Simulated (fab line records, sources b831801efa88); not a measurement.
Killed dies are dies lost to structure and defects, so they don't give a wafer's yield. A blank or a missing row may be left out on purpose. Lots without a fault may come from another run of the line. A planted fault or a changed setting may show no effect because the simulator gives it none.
Which tool did it? | flow sky130 | 12 lots, 36 wafers sampled, at 4 steps of a route of 708

WHAT THE GAUGES READ, wafer by wafer
SKY_VIA2_OVL_MEAS_13. Usual: VIA2_OVL 1 nm, standard deviation 4.9.
lot  | measured     | on         | VIA2_OVL (nm) | flag
L351 | day 36 13:30 | overlay-01 | -2 -5 5       |
L352 | day 36 18:34 | overlay-01 | -2 -3 -9      |
L355 | day 37 11:52 | overlay-02 | 2 5 -2        |
L357 | day 38 09:11 | overlay-01 | 4 -9 -3       |
L358 | day 38 20:56 | overlay-01 | 8 -5 3        |
L359 | day 38 21:31 | overlay-02 | 7 10 12       |
L363 | day 40 07:07 | overlay-01 | 10 5 -2       |
L365 | day 40 22:10 | overlay-02 | -3 7 -5       |
L370 | day 42 12:39 | overlay-02 | 0 0 2         |
L374 | day 43 07:08 | overlay-01 | -3 6 -1       |
L372 | day 43 07:24 | overlay-01 | -1 3 -4       |
L373 | day 43 11:02 | overlay-02 | 0 5 -1        |

SKY_VIA2_RS_MEAS_22: measures by four-point-probe. Usual: VIA2_W_RS 0.273 ohm/sq, standard deviation 0.0033.
lot  | measured     | on            | VIA2_W_RS (ohm/sq) | flag
L351 | day 36 14:31 | film_metro-01 | 0.276 0.278 0.277  |
L352 | day 36 19:35 | film_metro-04 | 0.272 0.273 0.270  |
L355 | day 37 12:52 | film_metro-01 | 0.272 0.272 0.271  |
L357 | day 38 10:06 | film_metro-04 | 0.273 0.271 0.273  |
L358 | day 38 21:53 | film_metro-01 | 0.268 0.271 0.265  |
L359 | day 38 22:29 | film_metro-02 | 0.270 0.273 0.271  |
L363 | day 40 08:18 | film_metro-02 | 0.270 0.269 0.274  |
L365 | day 40 23:06 | film_metro-02 | 0.274 0.276 0.270  |
L370 | day 42 13:35 | film_metro-01 | 0.275 0.276 0.275  |
L374 | day 43 08:03 | film_metro-02 | 0.266 0.264 0.269  |
L372 | day 43 08:20 | film_metro-04 | 0.271 0.269 0.269  |
L373 | day 43 11:57 | film_metro-04 | 0.276 0.279 0.277  |

WHICH TOOL RAN EACH LOT (tool, then ch and the chambers of the sampled wafers, then the start)
lot  | SKY_VIA2_DEVELOP_11               | SKY_VIA2_STRIP_16
L351 | litho_track-04 ch 0, day 36 13:00 | plasma_asher-03 ch 0,1, day 36 13:38
L352 | litho_track-01 ch 0, day 36 18:00 | plasma_asher-01 ch 0,1, day 36 18:43
L355 | litho_track-01 ch 0, day 37 11:00 | plasma_asher-03 ch 0,1, day 37 12:01
L357 | litho_track-03 ch 0, day 38 08:00 | plasma_asher-01 ch 0,1, day 38 09:19
L358 | litho_track-03 ch 0, day 38 20:00 | plasma_asher-01 ch 0,1, day 38 21:04
L359 | litho_track-04 ch 0, day 38 21:00 | plasma_asher-01 ch 0,1, day 38 21:40
L363 | litho_track-01 ch 0, day 40 06:00 | plasma_asher-04 ch 0,1, day 40 07:16
L365 | litho_track-01 ch 0, day 40 21:00 | plasma_asher-03 ch 1, day 40 22:19
L370 | litho_track-04 ch 0, day 42 12:00 | plasma_asher-01 ch 0,1, day 42 12:47
L374 | litho_track-03 ch 0, day 43 06:00 | plasma_asher-04 ch 0,1, day 43 07:16
L372 | litho_track-04 ch 0, day 43 07:00 | plasma_asher-03 ch 0,1, day 43 07:32
L373 | litho_track-03 ch 0, day 43 10:00 | plasma_asher-03 ch 0,1, day 43 11:10
- SKY_VIA2_DEVELOP_11: develop time 60 s.
- SKY_VIA2_STRIP_16: strips in O2/N2.

WHAT THE TOOLS THEMSELVES READ (means of the sampled wafers that have a number; where no wafer has one, the mark that the record gives instead)
SKY_VIA2_DEVELOP_11. Usual: developer_temp_C 21.00 C, standard deviation 0.1.
lot  | tool           | developer_temp_C (C) | flag
L351 | litho_track-04 | 21.14                |
L352 | litho_track-01 | 21.05                |
L355 | litho_track-01 | 21.07                |
L357 | litho_track-03 | 20.98                |
L358 | litho_track-03 | 20.91                |
L359 | litho_track-04 | 20.88                |
L363 | litho_track-01 | 21.53                | OFF
L365 | litho_track-01 | 21.63                | OFF
L370 | litho_track-04 | 20.97                |
L374 | litho_track-03 | 20.92                |
L372 | litho_track-04 | 21.08                |
L373 | litho_track-03 | 21.07                |

SKY_VIA2_STRIP_16. Usual: drypump_motor_current_A 5.6 A, standard deviation 0.43; o2_flow_sccm 3000 sccm, standard deviation 8; oes_product_au 0.399 a.u., standard deviation 0.0047; strip_time_to_endpoint_s 4.054 s, standard deviation 0.029.
lot  | tool            | drypump_motor_current_A (A) | o2_flow_sccm (sccm) | oes_product_au (a.u.) | strip_time_to_endpoint_s (s) | flag
L351 | plasma_asher-03 | 5.3                         | 2998                | 0.399                 | 4.029                        |
L352 | plasma_asher-01 | 5.8                         | 2997                | 0.400                 | 4.051                        |
L355 | plasma_asher-03 | 5.3                         | 3001                | 0.400                 | 4.085                        |
L357 | plasma_asher-01 | 5.8                         | 3002                | 0.399                 | 4.062                        |
L358 | plasma_asher-01 | 5.8                         | 3002                | 0.401                 | 4.069                        |
L359 | plasma_asher-01 | 5.8                         | 2993                | 0.398                 | 4.050                        |
L363 | plasma_asher-04 | 6.2                         | 3009                | 0.399                 | 4.071                        |
L365 | plasma_asher-03 | 5.2                         | 3002                | 0.401                 | 4.075                        |
L370 | plasma_asher-01 | 6.0                         | 2994                | 0.391                 | 4.049                        |
L374 | plasma_asher-04 | 6.2                         | 2992                | 0.398                 | 4.046                        |
L372 | plasma_asher-03 | 5.3                         | 3003                | 0.401                 | 4.038                        |
L373 | plasma_asher-03 | 5.2                         | 2996                | 0.399                 | 4.050                        |

THE ANSWER, worked out from the rows above alone
Rule: a lot is off if the mean of its wafers that have a number lies more than 3 standard deviations from the usual mean. A lot without any number at a reading at which 4 lots or more have one is off too. The other lots that the step has rows for count as sound. The gauges are gone through in route order, then the tools' own readings, and for those a lot's mean is taken as printed above. The first step at which some lot is off is used, and at that step the reading that is off furthest; a lot without a number counts as furthest.
Off: L363, L365, at SKY_VIA2_DEVELOP_11 (developer_temp_C).
A tool fits if, at that step or a process step before it, it ran every lot that is off, and no sound lot after the first of them. One fits: litho_track-01 at SKY_VIA2_DEVELOP_11. Its last sound lot is L355 (day 37 11:00), its first lot that is off L363 (day 40 06:00): a fault that began between those two fits.
The tool's own readings at SKY_VIA2_DEVELOP_11 bear it out: on the lots that are off they differ by more than 5 times the standard deviation of the sound lots' means. developer_temp_C reads 21.58 C there against 21.01 C on the sound lots.

WHAT THE SIMULATOR HAD PUT IN
Process parameter drift: litho_track-01, from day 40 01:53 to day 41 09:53, at SKY_VIA2_DEVELOP_11. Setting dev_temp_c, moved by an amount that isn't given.
Lots struck among those shown: L363, L365. The rule above found the same.
